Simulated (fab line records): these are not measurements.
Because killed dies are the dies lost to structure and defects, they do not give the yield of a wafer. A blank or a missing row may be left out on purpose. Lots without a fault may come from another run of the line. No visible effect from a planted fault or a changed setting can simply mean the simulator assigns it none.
The tool behind it: which one?	flow gf180mcu	Sampling: 14 lots, 42 wafers, 4 of 602 route steps

== WHAT THE GAUGES SHOWED, per wafer ==
GF_STI_THK_MEAS_04.
lot	measured	on	STI_CVD_03_THK (nm)
L691	day 1 13:34	film_metro-03	207.5 209.1 210.0
L692	day 1 18:56	film_metro-02	210.4 212.8 209.6
L694	day 2 04:35	film_metro-02	210.4 210.5 210.2
L701	day 3 17:13	film_metro-02	205.2 205.6 204.8
L702	day 3 21:56	film_metro-04	207.5 206.1 207.7
L703	day 4 01:57	film_metro-03	203.3 202.8 202.9
L704	day 4 08:37	film_metro-04	209.0 209.6 208.5
L705	day 4 12:00	film_metro-03	204.4 204.4 204.5
L706	day 4 16:34	film_metro-03	207.8 207.8 207.0
L708	day 5 02:34	film_metro-02	207.9 207.7 205.1
L709	day 5 07:34	film_metro-03	209.5 211.4 209.6
L710	day 5 12:36	film_metro-04	206.1 204.4 206.5
L711	day 5 17:37	film_metro-03	208.5 209.7 210.7
L714	day 6 08:53	film_metro-03	205.3 204.1 206.0

GF_POLY_GATE_CD_MEAS_18.
lot	measured	on	cd_nm (nm)
L691	day 9 09:17	cd_sem-02	279.4 279.0 279.8
L692	day 10 03:05	cd_sem-01	275.9 277.4 276.3
L694	day 10 10:40	cd_sem-02	277.8 275.9 276.4
L701	day 12 08:48	cd_sem-02	281.6 280.1 279.2
L702	day 12 16:45	cd_sem-02	278.4 278.6 279.6
L703	day 12 21:53	cd_sem-02	278.1 277.4 277.0
L704	day 13 02:13	cd_sem-01	275.9 276.4 276.3
L705	day 13 09:49	cd_sem-02	281.1 281.1 279.3
L706	day 13 19:37	cd_sem-01	276.8 279.2 279.1
L708	day 14 06:04	cd_sem-02	278.5 277.8 280.2
L709	day 14 19:04	cd_sem-01	280.4 280.0 277.4
L710	day 14 23:26	cd_sem-01	278.3 278.3 278.2
L711	day 15 09:01	cd_sem-01	278.1 276.5 278.7
L714	day 16 01:50	cd_sem-02	279.0 278.2 279.1

== EACH LOT AND THE TOOL THAT RAN IT (in order: tool; ch and the chambers of the sampled wafers; start) ==
lot	GF_STI_WET_ETCH_17	GF_POLY_GATE_ETCH_13
L691	wet_bench-03 ch 1, day 2 01:12	rie_si-02 ch 0,1, day 9 04:46
L692	wet_bench-04 ch 1, day 2 07:13	rie_si-02 ch 0,2,3, day 10 01:24
L694	wet_bench-04 ch 2, day 2 16:13	rie_si-02 ch 0,2,3, day 10 09:04
L701	wet_bench-04 ch 3, day 4 06:27	rie_si-01 ch 1,2, day 12 06:19
L702	wet_bench-03 ch 0, day 4 10:45	rie_si-02 ch 0,3, day 12 14:55
L703	wet_bench-03 ch 1, day 4 15:46	rie_si-02 ch 0,2,3, day 12 20:22
L704	wet_bench-04 ch 1, day 4 22:33	rie_si-01 ch 0,2,3, day 13 00:01
L705	wet_bench-04 ch 1, day 5 02:13	rie_si-02 ch 1,2,3, day 13 07:22
L706	wet_bench-04 ch 0, day 5 06:52	rie_si-01 ch 0,1,3, day 13 16:45
L708	wet_bench-02 ch 2, day 5 16:09	rie_si-01 ch 1,2,3, day 14 03:15
L709	wet_bench-04 ch 2, day 5 22:21	rie_si-02 ch 0,1,3, day 14 16:55
L710	wet_bench-02 ch 2, day 6 03:58	rie_si-02 ch 0,1,3, day 14 20:58
L711	wet_bench-02 ch 2, day 6 08:49	rie_si-02 ch 1,2, day 15 02:31
L714	wet_bench-02 ch 1, day 7 00:42	rie_si-01 ch 0,2,3, day 15 23:10
- GF_STI_WET_ETCH_17: etches Si3N4 in H3PO4, target depth 45 nm, time 514 s.
- GF_POLY_GATE_ETCH_13: etches poly-Si in HBr/Cl2, stops on SiO2, target depth 198.5 nm, time 69.6 s.

== AS READ BY THE TOOLS THEMSELVES (means over the sampled wafers that have a number; for cases with no such wafer, the mark the record gives instead) ==
GF_STI_WET_ETCH_17.
lot	tool	run_length_s (s)
L691	wet_bench-03	548
L692	wet_bench-04	547
L694	wet_bench-04	548
L701	wet_bench-04	541
L702	wet_bench-03	563
L703	wet_bench-03	565
L704	wet_bench-04	540
L705	wet_bench-04	540
L706	wet_bench-04	540
L708	wet_bench-02	549
L709	wet_bench-04	549
L710	wet_bench-02	548
L711	wet_bench-02	548
L714	wet_bench-02	540

GF_POLY_GATE_ETCH_13.
lot	tool	chamber_pressure_mTorr (mTorr)	drypump_motor_current_A (A)	oes_product_au (a.u.)	run_length_s (s)	throttle_valve_pct (%)
L691	rie_si-02	10.004	5.1	0.986	98.1	33.669
L692	rie_si-02	10.000	6.0	0.988	97.9	33.687
L694	rie_si-02	10.003	6.0	0.989	98.0	33.686
L701	rie_si-01	9.997	5.2	1.012	98.7	33.683
L702	rie_si-02	9.995	5.8	0.992	97.7	33.688
L703	rie_si-02	9.999	6.0	0.979	97.9	33.685
L704	rie_si-01	9.998	5.5	0.985	98.2	33.682
L705	rie_si-02	9.999	6.0	0.989	98.0	33.692
L706	rie_si-01	9.998	5.7	0.990	98.7	33.683
L708	rie_si-01	9.997	5.5	0.987	98.4	33.689
L709	rie_si-02	10.003	5.4	0.988	97.7	33.687
L710	rie_si-02	9.997	5.5	0.988	98.3	33.686
L711	rie_si-02	10.005	5.8	0.992	98.2	33.688
L714	rie_si-01	10.031	5.5	0.991	97.9	33.684

== THE ANSWER, worked out from the rows above alone ==
Rule: the lots themselves supply what counts as usual. Put in order of their means at a reading, lots are off if they are a third of the lots or fewer, leave a main group of 4 or more, and stand apart from it by a gap of 3 or more times the standard deviation of the main group's means; of several such gaps the widest counts. A main group is skipped when, at the precision printed for the reading in the tables above, its means are all equal. A lot without any number at a reading at which 4 lots or more have one is off too. Any other lot the step has rows for is counted as sound. The gauges are gone through in route order, then the tools' own readings, and for those a lot's mean is taken as printed above. At the first step where some lot is off, the reading lying furthest off is the one used; lots without a number count as furthest.
Off, at GF_STI_WET_ETCH_17 on run_length_s: L702, L703. Main group: mean 545 s, sd 4.
A tool fits if, at that step or a process step before it, it ran every lot that is off, and no sound lot after the first of them. One fits: GF_STI_WET_ETCH_17 on wet_bench-03. A fault onset in the window from L691 (day 2 01:12, its last sound lot) to L702 (day 4 10:45, its first lot off) fits.

== WHAT THE SIMULATOR PUT IN ==
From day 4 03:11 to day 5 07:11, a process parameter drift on wet_bench-03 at GF_STI_WET_ETCH_17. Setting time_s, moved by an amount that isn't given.
Shown lots that were struck: L702, L703. The rule above found the same.
